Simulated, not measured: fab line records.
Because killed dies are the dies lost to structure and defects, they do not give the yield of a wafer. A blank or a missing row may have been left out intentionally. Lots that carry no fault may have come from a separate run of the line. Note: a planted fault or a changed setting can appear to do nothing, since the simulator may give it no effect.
fab line records + flow sky130
[record]
- lots = 6
- wafers = 18
- lastDay = 50
route steps=708 shown LI_CONTACT@371 PAD_OPEN@708
lots with no fault: from the same line, run without faults
startH: the number of hours between the record's first day and the start of the first shown wafer of the lot + waitH: hours elapsed since this lot's preceding step + " the same as in the row above + L1.1+2: a row that stands for several wafers + - no value present, or no start provided + * or withheld: withheld + < > ~ a bound
route shown NAME@n: NAME is a module with steps in the file, n the number in the route of the first one + usual: the fault-free wafers' mean and standard deviation + same: alike in all rows + chamber/n: place in a boat + sites: readings site by site + _std_site: the standard deviation of these + _edge_site: outer sites' mean less inner sites' + radiusMm: for every site, how far away it sits from the centre of the wafer + mask NAME#n: copy n + behind: the last tool/chamber to shape the wafer + hold: what put the lot on hold/how long, in hours/how the hold closed + device: names the non-switching transistor (n, p or np) + end of line: the same wafers' tests at the end of the route + a step given without rows: its recipe and nothing more + killed: at the first sort, the dies lost to defects and structure; wafer yield is something else + map: shows each die of a wafer: x if killed, . if not, _ if none is there
set.NAME: the setting that was run; set.NAME@STEP: the one run at that earlier step + model.NAME: the simulator's own value behind a step, which no gauge read
lots at selected steps of the route; one table per step, one row per wafer
services: from which hour (startH, from the record's first day; less than 0 if before it) a tool's chamber was out of use, for how many hours, and why
[[steps]]
[step SKY_LI_CONTACT_EXPOSE_09]
[recipe]
- maskId = LICM1
- na = 0.8
- sourceShape = annular
- sigmaInner = 0.55
- sigmaOuter = 0.85
- targetCdNm = 170
- doseMj = 38.78
[step SKY_LI_CONTACT_PEB_10]
[recipe]
- pebTempC = withheld
- pebTimeS = withheld
- resist = KrF-thick
[step SKY_LI_CONTACT_DEVELOP_11]
[recipe]
- developTimeS = 60
- resist = KrF-thick
- devTempC = 21
[step SKY_LI_CONTACT_CD_MEAS_12]
[recipe]
- targetCdNm = 170
[usual]
- cdNm = 169.8/1.4
| lot.wafer | tool     | chamber | startH | waitH | cdNm  |
|-----------|----------|---------|--------|-------|-------|
| L798.1    | cdSem-01 | -       | 701.23 | -     | 169.1 |
| L798.3    | "        | -       | "      | "     | 168.4 |
| L798.6    | "        | -       | "      | "     | 168.4 |
| L804.3    | cdSem-02 | -       | 749.91 | -     | 171.1 |
| L804.4    | "        | -       | "      | "     | 171.9 |
| L804.5    | "        | -       | "      | "     | 170.3 |
| L805.2    | cdSem-02 | -       | 760.34 | -     | 169.9 |
| L805.3    | "        | -       | "      | "     | 171.5 |
| L805.6    | "        | -       | "      | "     | 170.6 |
| L812.3    | cdSem-02 | -       | 810.76 | -     | 168.0 |
| L812.4    | "        | -       | "      | "     | 168.7 |
| L812.6    | "        | -       | "      | "     | 168.8 |
| L813.2    | cdSem-01 | -       | 822.54 | -     | 168.6 |
| L813.3    | "        | -       | "      | "     | 167.4 |
| L813.5    | "        | -       | "      | "     | 168.6 |
| L817.2    | cdSem-01 | -       | 866.99 | -     | 169.2 |
| L817.4    | "        | -       | "      | "     | 168.9 |
| L817.6    | "        | -       | "      | "     | 168.6 |
[step SKY_LI_CONTACT_OVL_MEAS_13]
[usual]
- LI_CONTACT_OVL = -1/5.8
| lot.wafer | tool       | chamber | startH | waitH | LI_CONTACT_OVL[nm] |
|-----------|------------|---------|--------|-------|--------------------|
| L798.1    | overlay-01 | -       | 701.35 | 0.1   | 0                  |
| L798.3    | "          | -       | "      | "     | 0                  |
| L798.6    | "          | -       | "      | "     | -4                 |
| L804.3    | overlay-02 | -       | 750.00 | 0.1   | 2                  |
| L804.4    | "          | -       | "      | "     | 4                  |
| L804.5    | "          | -       | "      | "     | 6                  |
| L805.2    | overlay-02 | -       | 760.45 | 0.1   | 3                  |
| L805.3    | "          | -       | "      | "     | 8                  |
| L805.6    | "          | -       | "      | "     | 3                  |
| L812.3    | overlay-02 | -       | 810.86 | 0.1   | -6                 |
| L812.4    | "          | -       | "      | "     | -10                |
| L812.6    | "          | -       | "      | "     | -5                 |
| L813.2    | overlay-01 | -       | 822.65 | 0.1   | -8                 |
| L813.3    | "          | -       | "      | "     | -9                 |
| L813.5    | "          | -       | "      | "     | -5                 |
| L817.2    | overlay-01 | -       | 867.10 | 0.1   | 2                  |
| L817.4    | "          | -       | "      | "     | -3                 |
| L817.6    | "          | -       | "      | "     | -1                 |
[step SKY_LI_CONTACT_ETCH_14]
[recipe]
- chemistry = N2/H2
- target = BARC
- ionEnergyEv = 200
- sourceW = 500
- biasW = 100
- pressureMtorr = 30
- n2FlowSccm = 100
- h2FlowSccm = 200
- stopOn = SiO2
- timeS = 45.9
- targetDepthA = 600
[usual]
- chamberPressureMTorr = 30.001/0.026
- drypumpMotorCurrentA = 5.9/0.5
- n2FlowSccm = 100.04/0.28
- oesProductAu = 0.855/0.0045
- throttleValvePct = 13.224/0.0097
| lot.wafer | tool       | chamber | startH | waitH | chamberPressureMTorr | drypumpMotorCurrentA | n2FlowSccm | oesProductAu | rfHoursCounterH | throttleValvePct |
|-----------|------------|---------|--------|-------|----------------------|----------------------|------------|--------------|-----------------|------------------|
| L798.1    | rieDiel-01 | 0       | 701.39 | 0.0   | 29.992               | 6.4                  | 100.08     | 0.852        | 30              | 13.215           |
| L798.3    | "          | 3       | "      | "     | 30.028               | 5.4                  | 99.55      | 0.855        | 8               | 13.234           |
| L798.6    | "          | 3       | "      | "     | 29.999               | 5.4                  | 99.87      | 0.852        | -               | 13.238           |
| L804.3    | rieDiel-02 | 1       | 750.03 | 0.0   | 30.050               | 5.9                  | 99.64      | 0.862        | 8               | 13.230           |
| L804.4    | "          | 0       | "      | "     | 30.007               | 5.2                  | 99.76      | 0.855        | 10              | 13.233           |
| L804.5    | "          | 3       | "      | "     | 30.002               | 6.4                  | 99.92      | 0.851        | -               | 13.237           |
| L805.2    | rieDiel-01 | 1       | 760.48 | 0.0   | 30.004               | 5.7                  | 99.98      | 0.854        | 5               | 13.213           |
| L805.3    | "          | 0       | "      | "     | 29.964               | 6.5                  | 99.78      | 0.855        | 31              | 13.222           |
| L805.6    | "          | 2       | "      | "     | 30.047               | 6.5                  | 100.65     | 0.856        | -               | 13.216           |
| L812.3    | rieDiel-04 | 0       | 810.88 | 0.0   | 30.010               | 5.5                  | 99.92      | 0.856        | 10              | 13.225           |
| L812.4    | "          | 3       | "      | "     | 29.994               | 6.1                  | 100.18     | 0.850        | 12              | 13.233           |
| L812.6    | "          | 0       | "      | "     | 29.977               | 5.5                  | 100.39     | 0.860        | -               | 13.209           |
| L813.2    | rieDiel-01 | 2       | 822.68 | 0.0   | 30.008               | 6.6                  | 100.50     | 0.849        | 24              | 13.239           |
| L813.3    | "          | 1       | "      | "     | 30.049               | 5.7                  | 100.19     | 0.859        | 7               | 13.237           |
| L813.5    | "          | 1       | "      | "     | 30.023               | 5.7                  | 99.75      | 0.860        | -               | 13.226           |
| L817.2    | rieDiel-01 | 3       | 867.13 | 0.0   | 29.994               | 5.4                  | 99.90      | 0.851        | 13              | 13.218           |
| L817.4    | "          | 0       | "      | "     | 30.021               | 6.4                  | 100.29     | 0.851        | -               | 13.231           |
| L817.6    | "          | 3       | "      | "     | 29.989               | 5.4                  | 99.86      | 0.854        | -               | 13.218           |
[step SKY_LI_CONTACT_ETCH_15]
[recipe]
- target = PSG
- chemistry = C4F8/O2/Ar
- stopOn = Si
- taperDeg = 4.15
- maskMaterial = KrF-thick
- sourceW = 1500
- biasW = 1200
- pressureMtorr = 40
- c4f8FlowSccm = withheld
- O2_flow_sccm = 6
- Ar_flow_sccm = 300
- timeS = withheld
- targetDepthA = 6000
[usual]
- chamberPressureMTorr = 40.00/0.037
- oesProductAu = 0.836/0.0047
| lot.wafer | tool       | chamber | startH | waitH | chamberPressureMTorr | oesProductAu |
|-----------|------------|---------|--------|-------|----------------------|--------------|
| L798.1    | rieDiel-01 | 0       | 701.43 | 0.0   | 40.01                | 0.832        |
| L798.3    | "          | 3       | "      | "     | 39.98                | 0.841        |
| L798.6    | "          | 3       | "      | "     | 39.99                | 0.837        |
| L804.3    | rieDiel-02 | 1       | 750.07 | 0.0   | 40.02                | 0.844        |
| L804.4    | "          | 0       | "      | "     | 39.94                | 0.832        |
| L804.5    | "          | 3       | "      | "     | 39.97                | 0.840        |
| L805.2    | rieDiel-01 | 1       | 760.52 | 0.0   | 39.96                | 0.825        |
| L805.3    | "          | 0       | "      | "     | 39.99                | 0.832        |
| L805.6    | "          | 2       | "      | "     | 40.03                | 0.838        |
| L812.3    | rieDiel-04 | 0       | 810.92 | 0.0   | 40.05                | 0.836        |
| L812.4    | "          | 3       | "      | "     | 40.00                | 0.839        |
| L812.6    | "          | 0       | "      | "     | 39.97                | 0.830        |
| L813.2    | rieDiel-01 | 2       | 822.72 | 0.0   | 40.00                | 0.835        |
| L813.3    | "          | 1       | "      | "     | 39.97                | 0.841        |
| L813.5    | "          | 1       | "      | "     | 40.01                | 0.835        |
| L817.2    | rieDiel-01 | 3       | 867.17 | 0.0   | 39.99                | 0.829        |
| L817.4    | "          | 0       | "      | "     | 40.06                | 0.840        |
| L817.6    | "          | 3       | "      | "     | 40.00                | 0.828        |
[step SKY_LI_CONTACT_STRIP_16]
[recipe]
- chemistry = O2/N2
- powerW = 1400
- pressureMtorr = 1500
- platenTempC = withheld
- o2FlowSccm = 3000
- n2FlowSccm = 300
- overashFraction = 0.5
[usual]
- chamberPressureMTorr = 1500.0/1.4
- drypumpMotorCurrentA = 5.95/0.28
- n2FlowSccm = 300.0/0.86
- oesProductAu = 0.377/0.0051
- stripTimeToEndpointS = 3.50/0.04
| lot.wafer | tool           | chamber | startH | waitH | chamberPressureMTorr | drypumpMotorCurrentA | n2FlowSccm | oesProductAu | rfHoursCounterH | stripTimeToEndpointS |
|-----------|----------------|---------|--------|-------|----------------------|----------------------|------------|--------------|-----------------|----------------------|
| L798.1    | plasmaAsher-04 | 1       | 701.51 | -     | 1498.1               | 6.06                 | 298.8      | 0.388        | 96              | 3.52                 |
| L798.3    | "              | 0       | "      | "     | 1499.9               | 6.05                 | 301.0      | 0.377        | -               | 3.48                 |
| L798.6    | "              | 0       | "      | "     | 1499.9               | 6.05                 | 301.8      | 0.375        | -               | 3.48                 |
| L804.3    | plasmaAsher-04 | 1       | 750.19 | -     | 1498.6               | 6.06                 | 299.5      | 0.383        | -               | 3.48                 |
| L804.4    | "              | 0       | "      | "     | 1500.1               | 6.06                 | 299.5      | 0.375        | -               | 3.52                 |
| L804.5    | "              | 0       | "      | "     | 1501.1               | 6.06                 | 300.4      | 0.380        | -               | 3.57                 |
| L805.2    | plasmaAsher-04 | 1       | 760.61 | -     | 1499.2               | 6.05                 | 300.6      | 0.374        | 1               | 3.41                 |
| L805.3    | "              | 1       | "      | "     | 1502.9               | 6.02                 | 300.6      | 0.387        | -               | 3.56                 |
| L805.6    | "              | 0       | "      | "     | 1500.4               | 6.08                 | 300.8      | 0.375        | -               | 3.51                 |
| L812.3    | plasmaAsher-04 | 1       | 811.04 | -     | 1499.9               | 6.09                 | 297.5      | 0.380        | -               | 3.47                 |
| L812.4    | "              | 0       | "      | "     | 1499.9               | 6.07                 | 300.4      | 0.393        | -               | 3.53                 |
| L812.6    | "              | 1       | "      | "     | 1498.6               | 6.05                 | 300.0      | 0.371        | -               | 3.48                 |
| L813.2    | plasmaAsher-03 | 0       | 822.80 | -     | 1500.4               | 5.86                 | 300.8      | 0.371        | 73              | 3.53                 |
| L813.3    | "              | 0       | "      | "     | 1500.2               | 5.85                 | 300.4      | 0.374        | -               | 3.44                 |
| L813.5    | "              | 1       | "      | "     | 1497.8               | 6.55                 | 301.0      | 0.376        | -               | 3.43                 |
| L817.2    | plasmaAsher-02 | 1       | 867.25 | -     | 1498.2               | 5.45                 | 300.6      | 0.368        | 103             | 3.47                 |
| L817.4    | "              | 1       | "      | "     | 1501.1               | 5.46                 | 300.8      | 0.375        | -               | 3.46                 |
| L817.6    | "              | 0       | "      | "     | 1500.3               | 5.89                 | 299.5      | 0.383        | -               | 3.46                 |
[step SKY_LI_CONTACT_CLEAN_17]
[recipe]
- chemistry = NMP
- timeS = 600
- tempC = 60
- dry = n2Spin
[step SKY_LI_CONTACT_PRE_CLEAN_18]
[recipe]
- gas = Ar
- timeS = 5.6
- biasV = 358
[step SKY_LI_CONTACT_SPUTTER_19]
[recipe]
- material = Ti
- targetThkNm = 20
- chamberPressurePa = 5
- powerW = 2500
- substrateTempC = 200
- timeS = 106.37
[usual]
- chamberPressurePa = 5.000/0.01
- throttleValvePct = 30.0/1.2
| lot.wafer | tool          | chamber | startH | waitH | chamberPressurePa | throttleValvePct |
|-----------|---------------|---------|--------|-------|-------------------|------------------|
| L798.1    | pvdSputter-01 | -       | 701.82 | 0.0   | 5.003             | 28.0             |
| L798.3    | "             | -       | "      | "     | 4.997             | 29.1             |
| L798.6    | "             | -       | "      | "     | 5.017             | 31.8             |
| L804.3    | pvdSputter-03 | -       | 750.45 | 0.0   | 4.998             | 29.7             |
| L804.4    | "             | -       | "      | "     | 4.987             | 31.4             |
| L804.5    | "             | -       | "      | "     | 4.999             | 30.0             |
| L805.2    | pvdSputter-03 | -       | 760.90 | 0.0   | 5.008             | 31.3             |
| L805.3    | "             | -       | "      | "     | 5.007             | 30.1             |
| L805.6    | "             | -       | "      | "     | 4.996             | 31.0             |
| L812.3    | pvdSputter-01 | -       | 811.32 | 0.0   | 4.999             | 29.1             |
| L812.4    | "             | -       | "      | "     | 4.995             | 31.0             |
| L812.6    | "             | -       | "      | "     | 5.012             | 28.2             |
| L813.2    | pvdSputter-01 | -       | 823.11 | 0.0   | 4.993             | 32.0             |
| L813.3    | "             | -       | "      | "     | 5.014             | 28.3             |
| L813.5    | "             | -       | "      | "     | 5.023             | 31.4             |
| L817.2    | pvdSputter-01 | -       | 867.55 | 0.0   | 4.992             | 28.2             |
| L817.4    | "             | -       | "      | "     | 5.001             | 29.1             |
| L817.6    | "             | -       | "      | "     | 4.991             | 32.0             |
[step SKY_LI_CONTACT_SPUTTER_20]
[recipe]
- material = TiN
- targetThkNm = 20
- chamberPressurePa = 5
- powerW = 4000
- timeS = 80
[step SKY_LI_CONTACT_CVD_21]
[recipe]
- material = W
- targetThkNm = 400
- timeS = 120.56
- tempC = 400
- pressureTorr = 40
[usual]
- chamberPressureTorr = 40.01/0.087
- heaterPowerW = 889/44
| lot.wafer | tool    | chamber | startH | waitH | chamberPressureTorr | heaterPowerW | model.W_of_LI_CONTACT_CVD_21.thkNm |
|-----------|---------|---------|--------|-------|---------------------|--------------|------------------------------------|
| L798.1    | cvdW-02 | 1       | 701.96 | 0.0   | 40.18               | 863          | 397.6                              |
| L798.3    | "       | 1       | "      | "     | 40.03               | 841          | 396.9                              |
| L798.6    | "       | 1       | "      | "     | 40.07               | 846          | 398.4                              |
| L804.3    | cvdW-02 | 0       | 750.63 | 0.1   | 39.91               | 945          | 396.6                              |
| L804.4    | "       | 1       | "      | "     | 34.32               | 845          | 363.8                              |
| L804.5    | "       | 0       | "      | "     | 39.99               | 964          | 393.9                              |
| L805.2    | cvdW-02 | 1       | 761.04 | 0.0   | 34.52               | 838          | 368.9                              |
| L805.3    | "       | 1       | "      | "     | 34.44               | 830          | 364.1                              |
| L805.6    | "       | 1       | "      | "     | 34.46               | 868          | 367.3                              |
| L812.3    | cvdW-01 | 1       | 811.50 | 0.1   | 40.26               | 896          | 400.6                              |
| L812.4    | "       | 0       | "      | "     | 39.87               | 856          | 405.6                              |
| L812.6    | "       | 1       | "      | "     | 40.09               | 911          | 404.5                              |
| L813.2    | cvdW-01 | 0       | 823.25 | 0.0   | 40.08               | 858          | 399.6                              |
| L813.3    | "       | 0       | "      | "     | 39.96               | 851          | 401.3                              |
| L813.5    | "       | 1       | "      | "     | 40.16               | 902          | 400.6                              |
| L817.2    | cvdW-02 | 0       | 867.69 | 0.0   | 40.08               | 935          | 398.5                              |
| L817.4    | "       | 1       | "      | "     | 40.07               | 845          | 391.3                              |
| L817.6    | "       | 1       | "      | "     | 40.12               | 842          | 392.4                              |
[step SKY_LI_CONTACT_RS_MEAS_22]
[recipe]
- thkMeasGauge = four-point-probe
- reads = W_of_LI_CONTACT_CVD_21+TiN_of_LI_CONTACT_SPUTTER_20+Ti_of_LI_CONTACT_SPUTTER_19
[usual]
- LI_CONTACT_W_RS = 0.288/0.0033
| lot.wafer | tool         | chamber | startH | waitH | hold                    | LI_CONTACT_W_RS[ohm/sq] |
|-----------|--------------|---------|--------|-------|-------------------------|-------------------------|
| L798.1    | filmMetro-01 | -       | 702.09 | 0.1   | -                       | 0.286                   |
| L798.3    | "            | -       | "      | "     | -                       | 0.287                   |
| L798.6    | "            | -       | "      | "     | -                       | 0.286                   |
| L804.3    | filmMetro-01 | -       | 750.75 | 0.1   | awaitDispo/0.2h/release | 0.287                   |
| L804.4    | "            | -       | "      | "     | awaitDispo/0.2h/release | 0.313                   |
| L804.5    | "            | -       | "      | "     | awaitDispo/0.2h/release | 0.289                   |
| L804.3    | filmMetro-01 | -       | 751.04 | 0.3   | -                       | 0.287                   |
| L804.4    | "            | -       | "      | "     | -                       | 0.313                   |
| L804.5    | "            | -       | "      | "     | -                       | 0.289                   |
| L805.2    | filmMetro-03 | -       | 761.18 | 0.1   | awaitDispo/0.2h/release | 0.308                   |
| L805.3    | "            | -       | "      | "     | awaitDispo/0.2h/release | 0.312                   |
| L805.6    | "            | -       | "      | "     | awaitDispo/0.2h/release | 0.310                   |
| L805.2    | filmMetro-03 | -       | 761.47 | 0.3   | -                       | 0.310                   |
| L805.3    | "            | -       | "      | "     | -                       | 0.312                   |
| L805.6    | "            | -       | "      | "     | -                       | 0.310                   |
| L812.3    | filmMetro-01 | -       | 811.62 | 0.1   | -                       | 0.284                   |
| L812.4    | "            | -       | "      | "     | -                       | 0.280                   |
| L812.6    | "            | -       | "      | "     | -                       | 0.282                   |
| L813.2    | filmMetro-01 | -       | 823.40 | 0.1   | -                       | 0.285                   |
| L813.3    | "            | -       | "      | "     | -                       | 0.284                   |
| L813.5    | "            | -       | "      | "     | -                       | 0.285                   |
| L817.2    | filmMetro-01 | -       | 867.83 | 0.1   | -                       | 0.286                   |
| L817.4    | "            | -       | "      | "     | -                       | 0.291                   |
| L817.6    | "            | -       | "      | "     | -                       | 0.290                   |
[step SKY_LI_CONTACT_THK_MEAS_23]
[recipe]
- thkMeasGauge = xrf
- reads = W_of_LI_CONTACT_CVD_21
[usual]
- LI_CONTACT_W_THK = 403/6.7
| lot.wafer | tool         | chamber | startH | waitH | hold                    | LI_CONTACT_W_THK[nm] |
|-----------|--------------|---------|--------|-------|-------------------------|----------------------|
| L798.1    | filmMetro-01 | -       | 702.21 | 0.1   | -                       | 410                  |
| L798.3    | "            | -       | "      | "     | -                       | 406                  |
| L798.6    | "            | -       | "      | "     | -                       | 411                  |
| L804.3    | filmMetro-01 | -       | 753.47 | 2.4   | awaitDispo/0.2h/release | 405                  |
| L804.4    | "            | -       | "      | "     | awaitDispo/0.2h/release | 371                  |
| L804.5    | "            | -       | "      | "     | awaitDispo/0.2h/release | 405                  |
| L804.3    | filmMetro-01 | -       | 753.70 | 0.2   | -                       | 404                  |
| L804.4    | "            | -       | "      | "     | -                       | 370                  |
| L804.5    | "            | -       | "      | "     | -                       | 405                  |
| L805.2    | filmMetro-03 | -       | 765.09 | 3.6   | awaitDispo/0.2h/release | 377                  |
| L805.3    | "            | -       | "      | "     | awaitDispo/0.2h/release | 370                  |
| L805.6    | "            | -       | "      | "     | awaitDispo/0.2h/release | 373                  |
| L805.2    | filmMetro-03 | -       | 765.49 | 0.4   | -                       | 375                  |
| L805.3    | "            | -       | "      | "     | -                       | 371                  |
| L805.6    | "            | -       | "      | "     | -                       | 373                  |
| L812.3    | filmMetro-01 | -       | 811.72 | 0.1   | -                       | 416                  |
| L812.4    | "            | -       | "      | "     | -                       | 421                  |
| L812.6    | "            | -       | "      | "     | -                       | 419                  |
| L813.2    | filmMetro-01 | -       | 823.51 | 0.1   | -                       | 412                  |
| L813.3    | "            | -       | "      | "     | -                       | 416                  |
| L813.5    | "            | -       | "      | "     | -                       | 415                  |
| L817.2    | filmMetro-01 | -       | 867.94 | 0.1   | -                       | 412                  |
| L817.4    | "            | -       | "      | "     | -                       | 406                  |
| L817.6    | "            | -       | "      | "     | -                       | 403                  |
[step SKY_LI_CONTACT_CMP_24]
[recipe]
- stopOn = PSG
- tOverpolishS = 20
- downForcePsi = 3.5
- platenRpm = 60
- targetThkNm = 0
- padVelocityMS = 0.94248
[usual]
- motorCurrentA = 10.6/1.1
| lot.wafer | tool   | chamber | startH | waitH | hold                    | motorCurrentA |
|-----------|--------|---------|--------|-------|-------------------------|---------------|
| L798.3    | cmp-01 | 3       | 702.32 | 0.1   | -                       | 11.1          |
| L798.1    | "      | 0       | "      | "     | -                       | 10.0          |
| L798.6    | "      | 3       | "      | "     | -                       | 11.8          |
| L804.3    | cmp-02 | 2       | 758.20 | 4.5   | awaitDispo/4.5h/release | 10.1          |
| L804.4    | "      | 3       | "      | "     | awaitDispo/4.5h/release | 9.4           |
| L804.5    | "      | 2       | "      | "     | awaitDispo/4.5h/release | 9.7           |
| L805.2    | cmp-02 | 2       | 768.18 | 2.7   | awaitDispo/2.2h/release | 9.8           |
| L805.3    | "      | 3       | "      | "     | awaitDispo/2.2h/release | 9.3           |
| L805.6    | "      | 1       | "      | "     | awaitDispo/2.2h/release | 10.0          |
| L812.4    | cmp-02 | 2       | 811.86 | 0.1   | -                       | 9.6           |
| L812.3    | "      | 3       | "      | "     | -                       | 9.3           |
| L812.6    | "      | 0       | "      | "     | -                       | 12.7          |
| L813.3    | cmp-01 | 1       | 823.68 | 0.2   | -                       | 10.3          |
| L813.2    | "      | 2       | "      | "     | -                       | 13.4          |
| L813.5    | "      | 3       | "      | "     | -                       | 11.4          |
| L817.4    | cmp-02 | 3       | 867.99 | 0.0   | -                       | 9.3           |
| L817.2    | "      | 2       | "      | "     | -                       | 9.9           |
| L817.6    | "      | 0       | "      | "     | -                       | 11.8          |
[step SKY_PAD_OPEN_PROBE_99]
[usual]
- killed_at_M0_to_M3 = 42/6.9
- killed_at_M4_up = 3.2/1.7
- killedAtContacts = 25/5.1
- killedAtFrontEnd = 15/4.5
- killedAtOther = 0.4/0.63
- killedDies = 86/9.3
- killedOpen = 46/7
- killedShort = 39/6.9
[same]
- grossDies = 492
- killedAtBackSide = 0
| lot.wafer | tool      | chamber | startH  | waitH | killed_at_M0_to_M3 | killed_at_M4_up | killedAtContacts | killedAtFrontEnd | killedAtOther | killedDies | killedOpen | killedShort |
|-----------|-----------|---------|---------|-------|--------------------|-----------------|------------------|------------------|---------------|------------|------------|-------------|
| L805.2    | prober-02 | -       | 1138.60 | 0.1   | 54                 | 5               | 25               | 18               | 1             | 103        | 57         | 44          |
| L805.3    | prober-02 | -       | 1138.65 | 0.2   | 50                 | 2               | 27               | 14               | 0             | 93         | 55         | 37          |
| L805.6    | prober-02 | -       | 1138.80 | 0.2   | 50                 | 3               | 22               | 17               | 1             | 93         | 52         | 38          |
| L813.3    | prober-02 | -       | 1180.74 | 0.2   | 46                 | 4               | 20               | 12               | 0             | 82         | 36         | 46          |
// killed by level:class
L805.2 CONTACT:geometricParticle:open=12 METAL1:geometricParticle:short=9 VIA1:geometricParticle:open=9 VIA2:geometricParticle:open=8 METAL2:geometricParticle:short=7 VIA2:geometricParticle:short=7 VIA3:geometricParticle:open=6 FIELD_ISO:geometricParticle:open=5
L805.3 CONTACT:geometricParticle:open=10 VIA1:geometricParticle:open=10 LI_CONTACT:geometricParticle:open=8 VIA2:geometricParticle:open=7 VIA1:geometricParticle:short=6 VIA3:geometricParticle:open=6 VIA2:geometricParticle:short=5 FIELD_ISO:geometricParticle:short=4
L805.6 VIA1:geometricParticle:open=16 VIA2:geometricParticle:open=9 CONTACT:geometricParticle:open=8 METAL1:geometricParticle:short=6 POLY_GATE:geometricParticle:open=5 LI_CONTACT:geometricParticle:open=5 CONTACT:geometricParticle:short=5 VIA3:geometricParticle:open=5
L813.3 VIA1:geometricParticle:open=12 VIA1:geometricParticle:short=8 CONTACT:geometricParticle:short=7 METAL2:geometricParticle:short=7 LI_CONTACT:geometricParticle:open=6 METAL1:geometricParticle:short=4 VIA2:geometricParticle:short=4 METAL4:geometricParticle:short=4
[[services]]
| tool           | chamber | startH | hours | kind   |
|----------------|---------|--------|-------|--------|
| pvdSputter-03  | -       | 677.96 | 0.5   | repair |
| cvdW-01        | -       | 686.13 | 2.8   | repair |
| cmp-01         | -       | 687.04 | 7.7   | pm     |
| rieDiel-02     | 2       | 702.01 | 2.2   | repair |
| rieDiel-04     | -       | 704.10 | 2.8   | pm     |
| pvdSputter-01  | -       | 714.41 | 0.7   | repair |
| rieDiel-04     | -       | 728.15 | 76.0  | repair |
| plasmaAsher-04 | -       | 733.75 | 9.0   | pm     |
| cmp-02         | -       | 744.00 | 4.0   | pm     |
| rieDiel-04     | 3       | 745.12 | 5.5   | repair |
| plasmaAsher-04 | -       | 750.26 | 10.0  | pm     |
| cmp-01         | -       | 754.60 | 0.4   | repair |
| rieDiel-04     | -       | 761.17 | 1.8   | repair |
| pvdSputter-01  | -       | 761.43 | 2.8   | repair |
| cmp-01         | -       | 761.44 | 1.8   | repair |
| cmp-01         | -       | 766.44 | 0.6   | repair |
| rieDiel-02     | -       | 787.82 | 2.8   | pm     |
| pvdSputter-01  | -       | 796.74 | 4.7   | repair |
| plasmaAsher-04 | -       | 797.02 | 2.8   | pm     |
| cvdW-02        | 1       | 832.08 | 2.5   | repair |
| cvdW-01        | -       | 841.19 | 0.8   | repair |
| cmp-02         | -       | 854.05 | 4.4   | pm     |
| rieDiel-04     | -       | 854.65 | 0.6   | repair |
| rieDiel-04     | 1       | 860.03 | 1.4   | repair |
[[key]]
[firstSign]
- step = SKY_LI_CONTACT_CVD_21
- reading = chamberPressureTorr
- direction = down
- sigmas = 64
- usual = 40.01
- struck = 34.44
[effect]
- step = SKY_LI_CONTACT_RS_MEAS_22
- reading = visit
- direction = added
[effect]
- step = SKY_LI_CONTACT_RS_MEAS_22
- reading = LI_CONTACT_W_RS
- direction = up
- sigmas = 6.9
- usual = 0.288
- struck = 0.311
[effect]
- step = SKY_LI_CONTACT_THK_MEAS_23
- reading = visit
- direction = added
[effect]
- step = SKY_LI_CONTACT_CMP_24
- reading = hold
- direction = added
[modelEffect]
- step = SKY_LI_CONTACT_CVD_21
- value = W_of_LI_CONTACT_CVD_21.thkNm
- without = 394.6
- struck = 366
metAt SKY_LI_CONTACT_CVD_21
struckWafers L804.4,L805.2,L805.3,L805.6
testerLeftOut L804,L805
onsetBetween 701.96 750.63
[fault]
- kind = processParameterDrift
- tool = cvdW-02
- chamber = 1
- onsetH = 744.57
- steps = SKY_LI_CONTACT_CVD_21
- channel = pressureTorr
- offset = -5.548
- shape = step
- endH = 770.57
- actsIn = theseRecipesOnly
- stated = 40
// testerLeftOut: of these lots the tester's yield and bins aren't shown, on N5 and GAA mostly nor the transistor test; their killed dies are dies lost to structure and defects alone, not to doping, threshold or leakage, so they don't give the yield
